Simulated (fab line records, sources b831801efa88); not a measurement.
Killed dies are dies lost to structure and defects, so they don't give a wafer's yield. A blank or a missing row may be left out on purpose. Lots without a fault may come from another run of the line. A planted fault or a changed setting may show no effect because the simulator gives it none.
Problem report in the 8D (eight disciplines) form, filled by code | flow sky130 | the parts of the form that need people (team, actions taken, sign-off) are left out

1. THE PROBLEM
developer_temp_C at SKY_VIA3_DEVELOP_11 reads a mean of 20.19 C on 6 wafers of 2 lots; wafers without a fault read 20.98 C with a standard deviation of 0.098. That is -8.1 standard deviations from the usual mean.
The step: develop time 60 s.
First seen on wafer L302.1, day 44 09:00, on litho_track-04. The record holds 36 wafers of 12 lots with a number at this step. Rule for "out", or "out of limits": more than 4 standard deviations from the usual mean. The other wafers with a number count as sound.

2. WHAT IT IS AND WHAT IT IS NOT
question                    | is                     | is not
which readings at this step | developer_temp_C       | -
which lots                  | L302, L303             | L287, L290, L291, L293, L296, L304, L305, L306, L307, L308
which wafers of those lots  | all that have a number | -
read on which tools         | litho_track-04         | litho_track-02, litho_track-03
when                        | from day 44 09:00      | up to then (15 sound wafers); but 15 sound wafers of L304, L305, L306, L307, L308 came after

3. SUSPECTS, AND WHAT RULES EACH OUT
Counting: a tool at a process step up to the reading stays a suspect if it ran every lot that is out and no sound lot after the first of them.
- cmp-02 at SKY_VIA3_CMP_02 (polishes SiO2): ruled out as a lasting fault. Sound lots L304, L305, L306, L307 ran on it after its first lot that is out, L302 (day 43 09:22).
- litho_track-04 at SKY_VIA3_DEVELOP_11 (develop time 60 s): kept. It ran every lot that is out, first L302 (day 44 09:00), and no sound lot after that; its last sound lot up to then is L290 (day 41 06:00). Its own readings are out on those wafers: developer_temp_C.
Left after counting: litho_track-04 at SKY_VIA3_DEVELOP_11.

4. THE CAUSE (what the simulator had put in)
Process parameter drift: litho_track-04, from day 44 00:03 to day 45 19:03, at SKY_VIA3_DEVELOP_11. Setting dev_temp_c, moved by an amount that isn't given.
Counting left only this tool.

5. THE CHAIN OF EFFECTS, in route order
Each row: a reading whose mean over the struck wafers that have a number lies more than 3 standard deviations from the usual. Only readings for which the record gives a usual standard deviation are gone through. hours: the time from each lot's start at the first step in this table that gives one to its start at this step, as a median over the lots. sigmas: the change in usual standard deviations.
hours | step                | reading          | usual   | on struck wafers | change | sigmas
0     | SKY_VIA3_DEVELOP_11 | developer_temp_C | 20.98 C | 20.19            | -0.79  | -8.1
The process steps in it:
- SKY_VIA3_DEVELOP_11: develop time 60 s.

6. WHAT WOULD HAVE CAUGHT IT SOONER
In this record the first reading out of limits was taken at day 44 09:00, 9 hours after the fault began at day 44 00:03.
